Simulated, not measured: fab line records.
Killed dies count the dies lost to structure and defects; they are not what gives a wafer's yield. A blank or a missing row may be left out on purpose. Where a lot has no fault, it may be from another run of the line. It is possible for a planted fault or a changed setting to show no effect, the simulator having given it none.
Comparing a struck lot with a sound one || flow sky130 || 15 steps out of a route of 708
Sound: these wafers, L342.3, L342.5, L342.6. Struck: wafers L354.4, L354.5, L354.6. The cause comes at the end.
Each step with rows lists, per side, the tool, then ch with its chambers, then its first start. Under that, the readings that differ: sound wafers || struck wafers || difference of the means || sigmas: that difference in standard deviations of wafers without a fault.
alike: words and numbers the same on both sides, and readings whose means are apart by under 2 such deviations; not compared: readings that were withheld, readings missing a value for some wafer, numbers with overlapping values and no deviation given by the record, and bounds like >300 which may hide the same value.
A row with sigmas, a row that says differs or no value, or rows on one side alone: a step with any of these is where the two part. When numbers do not overlap yet have no deviation, they are printed without sigmas and do not part them. Lack of a reading on every wafer of one side parts them only where that side has two or more wafers.

SKY_VIA1_OVL_MEAS_13:
  sound on overlay-02, day 35 21:32; struck on overlay-02, day 40 04:20
  alike: VIA1_OVL
SKY_VIA1_ETCH_14: etches BARC in N2/H2, stops on SiO2, time 45.9 s, target depth 60 nm.
  sound on rieDiel-04 ch 0,1,3, day 35 21:34; struck on rieDiel-04 ch 2,3, day 40 04:22
  alike: drypumpMotorCurrentA, oesProductAu, throttleValvePct
  not compared: rfHoursCounterH
then, 5 steps without rows for these wafers: SKY_VIA1_ETCH_15 (etches SiO2 in C4F8/O2/Ar, stops on TiN, target depth 351 nm, time 54 s); SKY_VIA1_STRIP_16 (strips in O2/N2); SKY_VIA1_STRIP_17 (strips in post etch residue remover, time 1200 s); SKY_VIA1_CLEAN_18 (cleans in IPA, time 180 s); SKY_VIA1_CLEAN_19 (cleans in O3/DIW).
SKY_VIA1_SPUTTER_20: material TiN, target thk 20 nm, time 80 s.
  sound on pvdSputter-03, day 35 22:14; struck on pvdSputter-03, day 40 05:03
{"reading": "chamberPressurePa (Pa)", "sound": "5.004 5.003 4.985", "struck": "5.021 5.001 5.033", "difference": "+0.021", "sigmas": "+2"}
  alike: cathodeDcPowerW, throttleValvePct
SKY_VIA1_CVD_21: deposits W, target thk 270 nm, time 80.902 s.
  sound on cvdW-01 ch 0,1, day 35 22:20; struck on cvdW-02 ch 0,1, day 40 05:08
  alike: heaterPowerW
SKY_VIA1_RS_MEAS_22: a four-point-probe measurement.
  sound on filmMetro-01, day 35 22:26; struck on filmMetro-03, day 40 05:16
  alike: VIA1_W_RS
SKY_VIA1_THK_MEAS_23: measures by xrf.
  sound on filmMetro-01, day 35 22:32; struck on filmMetro-03, day 40 05:21
  alike: VIA1_W_THK
SKY_VIA1_CMP_24: polishes, stops on SiO2, t overpolish 15 s, target thk 0 nm.
  sound on cmp-02 ch 0,1, day 35 22:37; struck on cmp-01 ch 0,3, day 40 05:23
  alike: motorCurrentA, overpolishRunS, timeToEndpointS
SKY_METAL2_SPUTTER_00: material Ti, target thk 15 nm, time 10 s.
  sound on pvdSputter-02, day 35 22:52; struck on pvdSputter-01, day 40 05:41
  no value came back on the struck wafers for cathodeDcPowerW (W), chamberPressurePa (Pa), throttleValvePct (%); on the sound wafers cathodeDcPowerW (W) reads 3000.5 3000.1 2999.0
SKY_METAL2_SPUTTER_01: material TiN, target thk 20 nm, time 16.7 s.
  sound on pvdSputter-02, day 35 22:54; struck on pvdSputter-01, day 40 05:43
  alike: cathodeDcPowerW, chamberPressurePa, throttleValvePct
-- the record jumps here: 10 days lie between the struck wafers' starts before and after (it left off in module METAL2 and takes up again in module PAD_OPEN, whose first step shown is number 708 of the route) --
SKY_PAD_OPEN_PROBE_99:
  sound on prober-01, day 47 05:40; struck on prober-01, day 50 09:26
{"reading": "model.etest.via1Chain.rcOhm", "sound": "16.3 14.39 16.4", "struck": "18 18.18 17.33", "difference": "+2", "sigmas": ""}
  alike: defectLimitedYield, killed_at_M0_to_M3, killed_at_M4_up, killedAtContacts, killedAtFrontEnd, killedAtOther, killedDies, killedOpen, killedShort, sort_bin_3_pad_short, sort_bin_5_function, sort_bin_6_memory, sortNPass, sortYieldPct

== WHERE THEY PART ==
Earliest at SKY_VIA1_SPUTTER_20; latest, in this record, at SKY_METAL2_SPUTTER_00. Later steps at which nothing parts them and some readings are alike: SKY_METAL2_SPUTTER_01, SKY_PAD_OPEN_PROBE_99.

WHY: what had been put in by the simulator
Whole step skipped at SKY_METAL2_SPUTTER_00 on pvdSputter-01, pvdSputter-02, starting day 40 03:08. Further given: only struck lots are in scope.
